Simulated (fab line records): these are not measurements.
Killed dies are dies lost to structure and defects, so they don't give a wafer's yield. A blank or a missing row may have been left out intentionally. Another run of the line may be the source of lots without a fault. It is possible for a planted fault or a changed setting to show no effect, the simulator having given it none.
Comparing a struck lot with a sound one / flow sky130 / 14 steps out of a route of 708
Sound: these wafers, L620.1, L620.2, L620.6. Wafers struck: L633.2, L633.4, L633.6. The cause is given at the end.
Order at every step that has rows: each side's tool, ch and its chambers, its first start. Under that, the readings that differ: sound wafers / struck wafers / difference of the means / sigmas: that difference in standard deviations of wafers without a fault.
alike: readings with means less than 2 such deviations apart, plus words and numbers identical on both sides. not compared: withheld readings, readings lacking a value on some wafer, bounds such as >300 that could conceal the same value, and numbers that have no deviation in the record and whose values overlap.
The two part at a step that has a row with sigmas, a row that says differs or no value, or rows on one side only. Numbers that don't overlap but have no deviation are shown without sigmas and don't part them. A reading missing from all wafers of one side parts the sides only when that side holds two or more wafers.

SKY_SD_N_RS_MEAS_17: uses a four-point probe to measure.
  sound on filmMetro-04 at day 29 08:58; struck on filmMetro-04 at day 33 07:59
reading=SD_P_RS (ohm/sq); sound=146.3 147.0 146.4; struck=147.1 147.6 147.5; difference=+0.8; sigmas=+2
SKY_SD_N_RS_MEAS_18: uses a four-point probe to measure.
  sound on filmMetro-04 at day 29 09:05; struck on filmMetro-04 at day 33 08:07
  alike: RES_XHIGH_RS
then, 2 steps without rows for these wafers: SKY_SALICIDE_CLEAN_00 (cleans in HF-last, time 30 s); SKY_LI_CONTACT_HDPCVD_00 (deposits PSG, target thk 930 nm, time 155 s).
SKY_LI_CONTACT_THK_MEAS_01:
  sound on filmMetro-01 at day 29 09:19; struck on filmMetro-01 at day 33 08:20
reading=LI_CONTACT_HDPCVD_THK (nm); sound=939 946 947; struck=918 924 929; difference=-20; sigmas=-2
SKY_LI_CONTACT_CMP_02: polishes PSG.
  sound on cmp-01 ch 1,3, day 29 09:26; struck on cmp-02 ch 0,2,3, day 33 08:26
  alike: motorCurrentA, timeToEndpointS
SKY_LI_CONTACT_BOW_MEAS_03:
  sound on filmMetro-02 at day 29 09:41; struck on filmMetro-02 at day 33 08:43
  alike: LI_CONTACT_BOW
then, 5 steps without rows for these wafers: SKY_LI_CONTACT_DEHYDRATE_04 (time 60 s); SKY_LI_CONTACT_HMDS_05 (prime time 60 s); SKY_LI_CONTACT_COAT_06 (resist thk 60 nm); SKY_LI_CONTACT_COAT_07 (resist thk 450 nm); SKY_LI_CONTACT_SOFTBAKE_08 (time 90 s).
SKY_LI_CONTACT_EXPOSE_09: exposes mask LICM1, target cd 170 nm.
  sound on krfScanner-02 ch 0, day 29 23:33; struck on krfScanner-01, day 33 22:55
  no value came back on the struck wafers for exposureDoseMJCm2, focusOffsetNm (nm), na; on the sound wafers exposureDoseMJCm2 reads 37.97 37.97 37.98
  alike: mask
next, for these wafers, 1 step has no rows: SKY_LI_CONTACT_PEB_10.

WHERE THEY PART
At SKY_SD_N_RS_MEAS_17 first; at SKY_LI_CONTACT_EXPOSE_09 last (within this record only).

WHY: the cause the simulator had injected
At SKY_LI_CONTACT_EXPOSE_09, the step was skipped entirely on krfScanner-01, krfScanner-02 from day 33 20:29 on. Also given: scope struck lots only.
